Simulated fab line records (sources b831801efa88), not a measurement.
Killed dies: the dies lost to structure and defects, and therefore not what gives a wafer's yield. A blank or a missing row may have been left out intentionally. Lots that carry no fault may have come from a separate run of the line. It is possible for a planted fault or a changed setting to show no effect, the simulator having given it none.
What tool caused it? / flow sky130 / 18 wafers from 6 lots sampled at 2 of the route's 708 steps

WHAT THE GAUGES READ, wafer by wafer
SKY_FIELD_ISO_THK_MEAS_04.
lot=L901; measured=day 1 18:29; on=filmMetro-04; FIELD_ISO_CVD_03_THK (nm)=165.5 164.6 164.7
lot=L903; measured=day 2 05:16; on=filmMetro-02; FIELD_ISO_CVD_03_THK (nm)=164.4 165.8 165.2
lot=L907; measured=day 3 03:28; on=filmMetro-02; FIELD_ISO_CVD_03_THK (nm)=166.3 164.5 164.8
lot=L910; measured=day 3 16:45; on=filmMetro-04; FIELD_ISO_CVD_03_THK (nm)=163.6 163.5 162.9
lot=L912; measured=day 4 01:45; on=filmMetro-03; FIELD_ISO_CVD_03_THK (nm)=164.0 164.6 164.6
lot=L921; measured=day 5 23:40; on=filmMetro-02; FIELD_ISO_CVD_03_THK (nm)=170.1 171.1 172.6

EACH LOT AND THE TOOL THAT RAN IT (in order: tool; ch and the chambers of the sampled wafers; start)
lot=L901; SKY_FIELD_ISO_CVD_03=lpcvd-02 ch 1, day 1 16:41
lot=L903; SKY_FIELD_ISO_CVD_03=lpcvd-02 ch 0, day 2 03:29
lot=L907; SKY_FIELD_ISO_CVD_03=lpcvd-02 ch 1, day 3 01:41
lot=L910; SKY_FIELD_ISO_CVD_03=lpcvd-02 ch 1, day 3 14:58
lot=L912; SKY_FIELD_ISO_CVD_03=lpcvd-02 ch 0, day 3 23:58
lot=L921; SKY_FIELD_ISO_CVD_03=lpcvd-02 ch 1, day 5 21:52
- SKY_FIELD_ISO_CVD_03: deposits Si3N4 from DCS/NH3, target thk 165 nm, time 2830 s.

THE ANSWER, worked out from the rows above alone
Rule: the usual values come from the lots themselves. Put in order of their means at a reading, lots are off if they are a third of the lots or fewer, leave a main group of 4 or more, and stand apart from it by a gap of 3 or more times the standard deviation of the main group's means; of several such gaps the widest counts. A main group whose means are all the same, to the digits that the tables above print for the reading, isn't used. Also off: a lot with no number at a reading for which 4 or more lots have one. Where the step has rows for the other lots, those lots are counted as sound.
Off: at SKY_FIELD_ISO_THK_MEAS_04 (FIELD_ISO_CVD_03_THK), L921. Main group: mean 164.6 nm, sd 0.69.
If a tool, at a process step before that reading, ran all the lots that are off and no sound lot after the first of them, it fits. The gauges at SKY_FIELD_ISO_THK_MEAS_04 are tried like those tools. Can't be told from this: 2 tools fit, lpcvd-02 at SKY_FIELD_ISO_CVD_03, filmMetro-02 at SKY_FIELD_ISO_THK_MEAS_04.

WHAT THE SIMULATOR HAD INSERTED
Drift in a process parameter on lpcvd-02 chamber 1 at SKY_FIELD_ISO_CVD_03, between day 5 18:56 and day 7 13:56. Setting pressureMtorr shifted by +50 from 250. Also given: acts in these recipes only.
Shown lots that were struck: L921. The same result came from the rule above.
